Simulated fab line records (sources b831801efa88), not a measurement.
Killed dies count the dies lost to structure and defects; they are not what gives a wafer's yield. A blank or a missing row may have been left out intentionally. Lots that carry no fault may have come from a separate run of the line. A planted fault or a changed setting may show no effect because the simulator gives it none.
fab line records + flow sky130
record:
- lots: 6
- wafers: 18
- last-day: 49
route steps=708 shown METAL5@669 PASSIVATION@681 PAD_OPEN@708
lots that met no fault: taken from a fault-free run of the same line
start-h: hours from the record's first day to the start of the lot's first wafer shown + wait-h: hours since the lot's step before + " repeats the value in the row above + L1.1+2: a row that stands for several wafers + - no value, or no start was given + * or withheld: withheld + < > ~ a bound
route shown NAME@n: NAME is a module with steps in the file, n the number in the route of the first one + usual: average and standard deviation across the fault-free wafers + same: alike in all rows + chamber/n: place in a boat + sites: readings site by site + _std_site: the values' standard deviation + _edge_site: the outer-site mean with the inner-site mean subtracted + radius-mm: for every site, how far away it sits from the centre of the wafer + mask NAME#n: copy n + behind: the last tool/chamber to shape the wafer + hold: what put the lot on hold/how long, in hours/how the hold closed + device: the transistor (n, p or np) that didn't switch + end of line: at the end of the route, the tests of the same wafers + for a step that has no rows: nothing shown but its recipe + killed: not the wafer's yield, but the dies lost to structure and defects at the first sort + map: dies across one wafer; x = killed, . = not, _ = none there
set.NAME: the setting as run; set.NAME@STEP: as run at that earlier step + model.NAME: the simulator's own value behind a step, which no gauge read
lots at some steps of the route; a table a step, a row a wafer
services: from which hour (start-h, from the record's first day; less than 0 if before it) a tool's chamber was out of use, for how many hours, and why
== steps ==
step: SKY_METAL5_HMDS_08
recipe:
- prime-time-s: 60
- prime-temp-c: 120
step: SKY_METAL5_COAT_09
recipe:
- resist: NOVOLAK
- spin-rpm: 3000
- resist-thk-nm: 1800
step: SKY_METAL5_SOFTBAKE_10
recipe:
- temp-c: 90
- time-s: 60
- resist: NOVOLAK
step: SKY_METAL5_EXPOSE_11
recipe:
- mask-id: MM5
- na: 0.6
- source-shape: conventional
- sigma-outer: 0.6
- polarization: unpolarized
- target-cd-nm: 1600
- dose-mj: 190
step: SKY_METAL5_PEB_12
recipe:
- temp-c: withheld
- time-s: *
- resist: NOVOLAK
step: SKY_METAL5_DEVELOP_13
recipe:
- resist: NOVOLAK
- developer: TMAH
- develop-time-s: 60
- dev-temp-c: 23
step: SKY_METAL5_DESCUM_14
recipe:
- chemistry: O2
- source-power-w: 150
- bias-power-w: 0
- pressure-mtorr: 10
- temp-c: 40
- time-s: 11
usual:
- drypump-motor-current-A: 5.9/0.5
- oes-product-au: 1.005/0.01
| lot.wafer | tool         | chamber | start-h | wait-h | drypump-motor-current-A | oes-product-au | rf-hours-counter-h |
|-----------|--------------|---------|---------|--------|-------------------------|----------------|--------------------|
| L370.1    | rie-metal-02 | 0       | 1049.06 | 0.1    | 6.5                     | 1.011          | 18                 |
| L370.4    | "            | 0       | "       | "      | 6.5                     | 1.008          | -                  |
| L370.6    | "            | 0       | "       | "      | 6.5                     | 0.998          | -                  |
| L371.2    | rie-metal-03 | 1       | 1053.01 | 0.1    | 6.1                     | 1.018          | 5                  |
| L371.3    | "            | 0       | "       | "      | 5.2                     | 1.008          | -                  |
| L371.6    | "            | 0       | "       | "      | 5.2                     | 1.004          | -                  |
| L374.1    | rie-metal-02 | 1       | 1068.13 | 0.1    | 5.6                     | 0.996          | 0                  |
| L374.2    | "            | 0       | "       | "      | 6.5                     | 0.996          | 21                 |
| L374.4    | "            | 0       | "       | "      | 6.5                     | 0.994          | -                  |
| L384.3    | rie-metal-03 | 0       | 1137.69 | 0.1    | 5.1                     | 1.005          | -                  |
| L384.4    | "            | 1       | "       | "      | 6.1                     | 1.010          | -                  |
| L384.6    | "            | 1       | "       | "      | 6.1                     | 1.014          | -                  |
| L386.1    | rie-metal-02 | 0       | 1137.98 | 0.1    | 6.5                     | 1.001          | 26                 |
| L386.5    | "            | 1       | "       | "      | 5.6                     | 1.005          | -                  |
| L386.6    | "            | 0       | "       | "      | 6.5                     | 0.995          | -                  |
| L388.2    | rie-metal-02 | 1       | 1149.83 | 0.1    | 5.6                     | 1.015          | 6                  |
| L388.3    | "            | 0       | "       | "      | 6.4                     | 0.995          | -                  |
| L388.4    | "            | 1       | "       | "      | 5.6                     | 1.020          | -                  |
step: SKY_METAL5_METAL_ETCH_15
recipe:
- target-depth-a: 12600
- stop-on: SiO2
- over-etch-frac: 0.2
- time-s: 252
- chemistry: Cl2/BCl3
- resist-sidewall-deg: 86
- pressure-mtorr: 10
- icp-w: 900
- bias-w: 48.5
- Cl2_flow_sccm: 60
- bcl3-flow-sccm: 30
usual:
- drypump-motor-current-A: 5.9/0.49
- oes-product-au: 0.893/0.0054
- throttle-valve-pct: 22.265/0.0079
| lot.wafer | tool         | chamber | start-h | wait-h | drypump-motor-current-A | oes-product-au | rf-hours-counter-h | throttle-valve-pct |
|-----------|--------------|---------|---------|--------|-------------------------|----------------|--------------------|--------------------|
| L370.1    | rie-metal-02 | 0       | 1049.13 | 0.1    | 6.5                     | 0.895          | 18                 | 22.266             |
| L370.4    | "            | 0       | "       | "      | 6.5                     | 0.902          | -                  | 22.258             |
| L370.6    | "            | 0       | "       | "      | 6.4                     | 0.895          | -                  | 22.260             |
| L371.2    | rie-metal-03 | 1       | 1053.05 | 0.0    | 6.2                     | 0.899          | 5                  | 22.262             |
| L371.3    | "            | 0       | "       | "      | 5.2                     | 0.893          | -                  | 22.270             |
| L371.6    | "            | 0       | "       | "      | 5.2                     | 0.888          | -                  | 22.269             |
| L374.1    | rie-metal-02 | 1       | 1068.16 | 0.0    | 5.6                     | 0.897          | 0                  | 22.251             |
| L374.2    | "            | 0       | "       | "      | 6.5                     | 0.898          | 21                 | 22.258             |
| L374.4    | "            | 0       | "       | "      | 6.5                     | 0.899          | -                  | 22.257             |
| L384.3    | rie-metal-03 | 0       | 1137.79 | 0.1    | 5.1                     | 0.898          | -                  | 22.258             |
| L384.4    | "            | 1       | "       | "      | 6.2                     | 0.890          | -                  | 22.269             |
| L384.6    | "            | 1       | "       | "      | 6.1                     | 0.889          | -                  | 22.267             |
| L386.1    | rie-metal-02 | 0       | 1138.02 | 0.0    | 6.5                     | 0.890          | 26                 | 22.265             |
| L386.5    | "            | 1       | "       | "      | 5.6                     | 0.905          | -                  | 22.265             |
| L386.6    | "            | 0       | "       | "      | 6.5                     | 0.889          | -                  | 22.264             |
| L388.2    | rie-metal-02 | 1       | 1149.87 | 0.0    | 5.6                     | 0.896          | 6                  | 22.277             |
| L388.3    | "            | 0       | "       | "      | 6.4                     | 0.897          | -                  | 22.271             |
| L388.4    | "            | 1       | "       | "      | 5.6                     | 0.906          | -                  | 22.265             |
step: SKY_METAL5_STRIP_16
recipe:
- chemistry: O2/N2
- power-w: 1356
- pressure-mtorr: 1500
- platen-temp-c: withheld
- o2-flow-sccm: 3000
- n2-flow-sccm: 300
- overash-fraction: 0.5
usual:
- drypump-motor-current-A: 5.59/0.23
- n2-flow-sccm: 300.1/0.98
- oes-product-au: 0.699/0.0048
- strip-time-to-endpoint-s: 13.30/0.14
| lot.wafer | tool            | chamber | start-h | wait-h | drypump-motor-current-A | n2-flow-sccm | oes-product-au | rf-hours-counter-h | strip-time-to-endpoint-s |
|-----------|-----------------|---------|---------|--------|-------------------------|--------------|----------------|--------------------|--------------------------|
| L370.1    | plasma-asher-01 | 0       | 1049.60 | 0.4    | 5.57                    | 300.0        | 0.708          | 94                 | 13.35                    |
| L370.4    | "               | 1       | "       | "      | 5.47                    | 299.8        | 0.697          | -                  | 13.26                    |
| L370.6    | "               | 1       | "       | "      | 5.46                    | 300.2        | 0.702          | -                  | 13.34                    |
| L371.2    | plasma-asher-02 | 1       | 1053.28 | 0.2    | 5.23                    | 297.9        | 0.692          | 29                 | 13.03                    |
| L371.3    | "               | 1       | "       | "      | 5.24                    | 299.8        | 0.707          | -                  | 13.34                    |
| L371.6    | "               | 1       | "       | "      | 5.23                    | 299.6        | 0.694          | -                  | 13.22                    |
| L374.1    | plasma-asher-01 | 0       | 1068.40 | 0.2    | 5.58                    | 300.1        | 0.702          | 96                 | 13.38                    |
| L374.2    | "               | 1       | "       | "      | 5.46                    | 300.6        | 0.694          | 96                 | 13.33                    |
| L374.4    | "               | 0       | "       | "      | 5.56                    | 300.7        | 0.699          | -                  | 13.41                    |
| L384.3    | plasma-asher-04 | 0       | 1137.98 | 0.1    | 5.66                    | 299.9        | 0.695          | -                  | 13.38                    |
| L384.4    | "               | 1       | "       | "      | 5.96                    | 301.8        | 0.693          | -                  | 13.25                    |
| L384.6    | "               | 0       | "       | "      | 5.67                    | 301.6        | 0.698          | -                  | 13.28                    |
| L386.1    | plasma-asher-02 | 1       | 1138.25 | 0.2    | 5.23                    | 301.8        | 0.698          | 38                 | 13.32                    |
| L386.5    | "               | 1       | "       | "      | 5.20                    | 301.7        | 0.701          | -                  | 13.24                    |
| L386.6    | "               | 0       | "       | "      | 5.80                    | 300.4        | 0.702          | -                  | 13.27                    |
| L388.2    | plasma-asher-01 | 1       | 1150.10 | 0.2    | 5.46                    | 300.5        | 0.697          | 104                | 13.33                    |
| L388.3    | "               | 1       | "       | "      | 5.46                    | 300.4        | 0.702          | -                  | 13.48                    |
| L388.4    | "               | 0       | "       | "      | 5.59                    | 300.7        | 0.700          | -                  | 13.18                    |
step: SKY_METAL5_STRIP_17
recipe:
- chemistry: post-etch-residue-remover
- time-s: 1200
- temp-c: 72.5
step: SKY_METAL5_CLEAN_18
recipe:
- chemistry: IPA
- time-s: 180
- temp-c: 25
step: SKY_METAL5_CLEAN_19
recipe:
- chemistry: O3/DIW
- dry: n2-spin
step: SKY_PASSIVATION_CVD_00
recipe:
- material: SiO2
- target-thk-nm: 90
- temp-c: 400
- time-s: withheld
- rf-w: 600
usual:
- heater-power-w: 679/110
| lot.wafer | tool     | chamber | start-h | wait-h | heater-power-w |
|-----------|----------|---------|---------|--------|----------------|
| L370.1    | pecvd-03 | 2       | 1050.19 | 0.0    | 782            |
| L370.4    | "        | 1       | "       | "      | 755            |
| L370.6    | "        | 0       | "       | "      | 732            |
| L371.2    | pecvd-03 | 0       | 1053.88 | 0.0    | 686            |
| L371.3    | "        | 2       | "       | "      | 761            |
| L371.6    | "        | 1       | "       | "      | 786            |
| L374.1    | pecvd-01 | 1       | 1068.99 | 0.0    | 458            |
| L374.2    | "        | 2       | "       | "      | 658            |
| L374.4    | "        | 2       | "       | "      | 678            |
| L384.3    | pecvd-03 | 0       | 1138.55 | 0.0    | 710            |
| L384.4    | "        | 1       | "       | "      | 763            |
| L384.6    | "        | 0       | "       | "      | 698            |
| L386.1    | pecvd-03 | 0       | 1138.85 | 0.0    | 636            |
| L386.5    | "        | 1       | "       | "      | 753            |
| L386.6    | "        | 0       | "       | "      | 636            |
| L388.2    | pecvd-01 | 2       | 1150.69 | 0.0    | 705            |
| L388.3    | "        | 0       | "       | "      | 685            |
| L388.4    | "        | 0       | "       | "      | 701            |
step: SKY_PASSIVATION_THK_MEAS_01
recipe:
- reads: SiO2_of_PASSIVATION_CVD_00
usual:
- PASSIVATION_CVD_00_THK: 90.3/1.3
| lot.wafer | tool          | chamber | start-h | wait-h | PASSIVATION_CVD_00_THK[nm] |
|-----------|---------------|---------|---------|--------|----------------------------|
| L370.1    | film-metro-03 | -       | 1050.21 | -      | 91.4                       |
| L370.4    | "             | -       | "       | "      | 92.2                       |
| L370.6    | "             | -       | "       | "      | 92.6                       |
| L371.2    | film-metro-01 | -       | 1053.91 | -      | 89.7                       |
| L371.3    | "             | -       | "       | "      | 88.9                       |
| L371.6    | "             | -       | "       | "      | 91.0                       |
| L374.1    | film-metro-04 | -       | 1069.01 | -      | 87.6                       |
| L374.2    | "             | -       | "       | "      | 88.3                       |
| L374.4    | "             | -       | "       | "      | 90.3                       |
| L384.3    | film-metro-01 | -       | 1138.59 | -      | 76.6                       |
| L384.4    | "             | -       | "       | "      | 78.5                       |
| L384.6    | "             | -       | "       | "      | 77.6                       |
| L386.1    | film-metro-04 | -       | 1138.87 | -      | 77.1                       |
| L386.5    | "             | -       | "       | "      | 79.0                       |
| L386.6    | "             | -       | "       | "      | 78.4                       |
| L388.2    | film-metro-04 | -       | 1150.72 | -      | 90.0                       |
| L388.3    | "             | -       | "       | "      | 89.8                       |
| L388.4    | "             | -       | "       | "      | 91.2                       |
step: SKY_PASSIVATION_CVD_02
recipe:
- material: Si3N4
- target-thk-nm: 540
- temp-c: 400
- time-s: withheld
- rf-w: 438.4
usual:
- heater-power-w: 755/100
| lot.wafer | tool     | chamber | start-h | wait-h | heater-power-w |
|-----------|----------|---------|---------|--------|----------------|
| L370.1    | pecvd-01 | 1       | 1050.27 | 0.1    | 480            |
| L370.4    | "        | 1       | "       | "      | 514            |
| L370.6    | "        | 0       | "       | "      | 721            |
| L371.2    | pecvd-02 | 1       | 1053.96 | 0.0    | 667            |
| L371.3    | "        | 2       | "       | "      | 836            |
| L371.6    | "        | 1       | "       | "      | 681            |
| L374.1    | pecvd-03 | 0       | 1069.07 | 0.1    | 775            |
| L374.2    | "        | 1       | "       | "      | 799            |
| L374.4    | "        | 0       | "       | "      | 797            |
| L384.3    | pecvd-02 | 1       | 1138.63 | 0.0    | 771            |
| L384.4    | "        | 1       | "       | "      | 607            |
| L384.6    | "        | 0       | "       | "      | 849            |
| L386.1    | pecvd-02 | 1       | 1138.93 | 0.1    | 716            |
| L386.5    | "        | 1       | "       | "      | 742            |
| L386.6    | "        | 0       | "       | "      | 870            |
| L388.2    | pecvd-03 | 1       | 1150.77 | 0.0    | 840            |
| L388.3    | "        | 0       | "       | "      | 726            |
| L388.4    | "        | 0       | "       | "      | 783            |
step: SKY_PAD_OPEN_PROBE_99
usual:
- defect-limited-yield: 82.7/1.8
- killed_at_M0_to_M3: 42/7.5
- killed_at_M4_up: 3.2/1.7
- killed-at-contacts: 24/5.1
- killed-at-front-end: 15/4.1
- killed-at-other: 0.3/0.58
- killed-dies: 85/8.9
- killed-on-rim: 17/3.9
- killed-open: 46/6.4
- killed-short: 39/6
- sort_bin_3_pad_short: 0.9/0.4
- sort_bin_5_function: 10.1/1.6
- sort_bin_6_memory: 6.3/1
- sort-n-pass: 407/9
- sort-yield-pct: 82.7/1.8
same:
- gross-dies: 492
- killed-at-back-side: 0
- sort_bin_4_leakage[%]: 0
- sort_bin_8_speed[%]: 0
| lot.wafer | tool      | chamber | start-h | wait-h | defect-limited-yield[%] | killed_at_M0_to_M3 | killed_at_M4_up | killed-at-contacts | killed-at-front-end | killed-at-other | killed-dies | killed-on-rim | killed-open | killed-short | sort_bin_3_pad_short[%] | sort_bin_5_function[%] | sort_bin_6_memory[%] | sort-n-pass | sort-yield-pct[%] |
|-----------|-----------|---------|---------|--------|-------------------------|--------------------|-----------------|--------------------|---------------------|-----------------|-------------|---------------|-------------|--------------|-------------------------|------------------------|----------------------|-------------|-------------------|
| L371.2    | prober-02 | -       | 1098.42 | 0.1    | 81.1                    | 40                 | 7               | 32                 | 13                  | 1               | 93          | 19            | 54          | 39           | 0.8                     | 10.8                   | 7.3                  | 399         | 81.1              |
| L371.3    | prober-02 | -       | 1098.47 | 0.2    | 83.1                    | 43                 | 3               | 20                 | 16                  | 1               | 83          | 14            | 44          | 37           | 1.2                     | 9.1                    | 6.5                  | 409         | 83.1              |
| L371.6    | prober-02 | -       | 1098.62 | 0.2    | 82.7                    | 41                 | 4               | 27                 | 12                  | 1               | 85          | 14            | 42          | 42           | 0.6                     | 9.3                    | 7.3                  | 407         | 82.7              |
| L374.1    | prober-01 | -       | 1113.69 | 0.1    | 82.5                    | 45                 | 1               | 25                 | 13                  | 2               | 86          | 21            | 47          | 38           | 1.0                     | 9.1                    | 7.3                  | 406         | 82.5              |
| L374.2    | prober-01 | -       | 1113.74 | 0.1    | 83.3                    | 34                 | 1               | 28                 | 18                  | 1               | 82          | 5             | 35          | 46           | 1.6                     | 9.8                    | 5.3                  | 410         | 83.3              |
| L374.4    | prober-01 | -       | 1113.84 | 0.2    | 83.9                    | 34                 | 3               | 23                 | 16                  | 3               | 79          | 17            | 32          | 46           | 1.0                     | 10.0                   | 5.1                  | 413         | 83.9              |
| L384.3    | prober-02 | -       | 1177.09 | 0.2    | 85.4                    | 36                 | 2               | 16                 | 17                  | 1               | 72          | 13            | 38          | 33           | 1.2                     | 7.7                    | 5.7                  | 420         | 85.4              |
| L384.4    | prober-02 | -       | 1177.14 | 0.2    | 82.9                    | 41                 | 3               | 26                 | 14                  | 0               | 84          | 14            | 45          | 39           | 1.0                     | 10.0                   | 6.1                  | 408         | 82.9              |
| L384.6    | prober-02 | -       | 1177.24 | 0.2    | 84.1                    | 32                 | 1               | 26                 | 19                  | 0               | 78          | 15            | 39          | 39           | 0.4                     | 10.0                   | 5.5                  | 414         | 84.1              |
| L388.2    | prober-02 | -       | 1186.90 | 0.1    | 82.9                    | 37                 | 2               | 25                 | 20                  | 0               | 84          | 16            | 44          | 40           | 0.8                     | 11.6                   | 4.7                  | 408         | 82.9              |
| L388.3    | prober-02 | -       | 1186.95 | 0.2    | 84.1                    | 32                 | 5               | 25                 | 16                  | 0               | 78          | 19            | 41          | 37           | 1.4                     | 9.6                    | 4.9                  | 414         | 84.1              |
| L388.4    | prober-02 | -       | 1187.00 | 0.2    | 83.7                    | 49                 | 2               | 20                 | 9                   | 0               | 80          | 13            | 39          | 41           | 0.8                     | 8.1                    | 7.3                  | 412         | 83.7              |
killed by level:class
L371.2 LI_CONTACT:geometric-particle:open=12 CONTACT:geometric-particle:open=9 VIA1:geometric-particle:open=8 FIELD_ISO:geometric-particle:open=6 LI_CONTACT:geometric-particle:short=6 VIA3:geometric-particle:open=6 METAL2:geometric-particle:short=5 VIA2:geometric-particle:open=5
L371.3 VIA1:geometric-particle:open=11 POLY_GATE:geometric-particle:open=6 LI_CONTACT:geometric-particle:open=6 METAL1:geometric-particle:short=6 METAL2:geometric-particle:short=6 VIA2:geometric-particle:open=6 CONTACT:geometric-particle:short=5 VIA3:geometric-particle:open=4
L371.6 VIA1:geometric-particle:open=13 CONTACT:geometric-particle:open=7 LI_CONTACT:geometric-particle:open=6 METAL1:geometric-particle:short=6 LI_CONTACT:geometric-particle:short=5 VIA1:geometric-particle:short=5 FIELD_ISO:geometric-particle:open=4 CONTACT:geometric-particle:short=4
L374.1 CONTACT:geometric-particle:open=9 METAL1:geometric-particle:short=8 VIA2:geometric-particle:open=7 VIA3:geometric-particle:open=6 VIA1:geometric-particle:open=6 LI_CONTACT:geometric-particle:short=5 LI_CONTACT:geometric-particle:open=5 METAL2:geometric-particle:short=5
L374.2 CONTACT:geometric-particle:short=11 VIA1:geometric-particle:open=8 VIA3:geometric-particle:open=7 FIELD_ISO:geometric-particle:short=6 LI_CONTACT:geometric-particle:short=6 LI_CONTACT:geometric-particle:open=6 METAL2:geometric-particle:short=5 CONTACT:geometric-particle:open=4
L374.4 LI_CONTACT:geometric-particle:open=11 METAL2:geometric-particle:short=8 VIA1:geometric-particle:short=7 VIA1:geometric-particle:open=6 LI_CONTACT:geometric-particle:short=5 POLY_GATE:geometric-particle:short=4 CONTACT:geometric-particle:short=4 FIELD_ISO:geometric-particle:short=3
L384.3 VIA1:geometric-particle:open=9 VIA3:geometric-particle:open=7 POLY_GATE:geometric-particle:open=6 CONTACT:geometric-particle:short=6 FIELD_ISO:geometric-particle:short=4 LI_CONTACT:geometric-particle:open=4 VIA2:geometric-particle:open=4 VIA3:geometric-particle:short=4
L384.4 VIA3:geometric-particle:open=8 CONTACT:geometric-particle:open=8 VIA1:geometric-particle:open=8 VIA2:geometric-particle:open=8 METAL2:geometric-particle:short=7 FIELD_ISO:geometric-particle:short=5 LI_CONTACT:geometric-particle:open=5 CONTACT:geometric-particle:short=5
L384.6 POLY_GATE:geometric-particle:open=12 CONTACT:geometric-particle:short=9 METAL1:geometric-particle:short=8 CONTACT:geometric-particle:open=7 LI_CONTACT:geometric-particle:open=5 METAL2:geometric-particle:short=5 VIA2:geometric-particle:open=5 FIELD_ISO:geometric-particle:short=4
L388.2 CONTACT:geometric-particle:open=10 POLY_GATE:geometric-particle:short=7 VIA1:geometric-particle:open=7 VIA2:geometric-particle:open=7 CONTACT:geometric-particle:short=6 FIELD_ISO:geometric-particle:open=5 LI_CONTACT:geometric-particle:open=5 VIA3:geometric-particle:open=5
L388.3 CONTACT:geometric-particle:open=12 VIA3:geometric-particle:short=7 FIELD_ISO:geometric-particle:short=6 LI_CONTACT:geometric-particle:open=6 VIA1:geometric-particle:open=5 METAL1:geometric-particle:short=5 VIA3:geometric-particle:open=5 POLY_GATE:geometric-particle:short=4
L388.4 VIA1:geometric-particle:open=11 METAL2:geometric-particle:short=8 VIA2:geometric-particle:open=6 VIA1:geometric-particle:short=6 LI_CONTACT:geometric-particle:open=5 CONTACT:geometric-particle:short=5 CONTACT:geometric-particle:open=5 METAL1:geometric-particle:short=5
== services ==
| tool            | chamber | start-h | hours | kind           |
|-----------------|---------|---------|-------|----------------|
| pecvd-03        | -       | 1028.97 | 4.3   | pm             |
| rie-metal-02    | 1       | 1033.43 | -     | clean          |
| rie-metal-02    | 1       | 1033.43 | 29.7  | scheduled-down |
| rie-metal-02    | 1       | 1033.43 | 29.7  | vent-cycle     |
| pecvd-03        | 2       | 1034.59 | 2.1   | scheduled-down |
| plasma-asher-04 | -       | 1035.81 | 0.7   | repair         |
| pecvd-02        | 1       | 1063.31 | 5.5   | scheduled-down |
| pecvd-03        | 2       | 1064.76 | 5.3   | repair         |
| pecvd-03        | -       | 1067.93 | 0.9   | repair         |
| pecvd-02        | 0       | 1068.77 | 2.1   | scheduled-down |
| pecvd-03        | -       | 1077.15 | 2.8   | pm             |
| rie-metal-03    | 0       | 1105.67 | 2.6   | repair         |
| pecvd-01        | 2       | 1105.85 | 5.5   | scheduled-down |
| rie-metal-02    | -       | 1119.33 | 4.3   | pm             |
| pecvd-02        | -       | 1126.06 | 0.9   | repair         |
| pecvd-01        | -       | 1129.52 | 14.6  | pm             |
| pecvd-02        | -       | 1147.65 | 6.0   | pm             |
== key ==
first-sign:
- step: SKY_PASSIVATION_THK_MEAS_01
- reading: PASSIVATION_CVD_00_THK
- direction: down
- sigmas: 9.7
- usual: 90.3
- struck: 77.9
effect none on later readings
met-at SKY_PASSIVATION_CVD_00
struck-wafers L384.3,L384.4,L384.6,L386.1,L386.5,L386.6
onset-between 1053.88 1138.55
fault:
- kind: site-profile-drift
- tool: pecvd-03
- chamber: -
- onset-h: 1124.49
- steps: SKY_PASSIVATION_CVD_00
- basis: fraction
- max-abs-drift: 0.33484
- slope-share-per-hr: 74.409
- site-pattern: 0,0,0,0,0,-1,-1,-1,-1
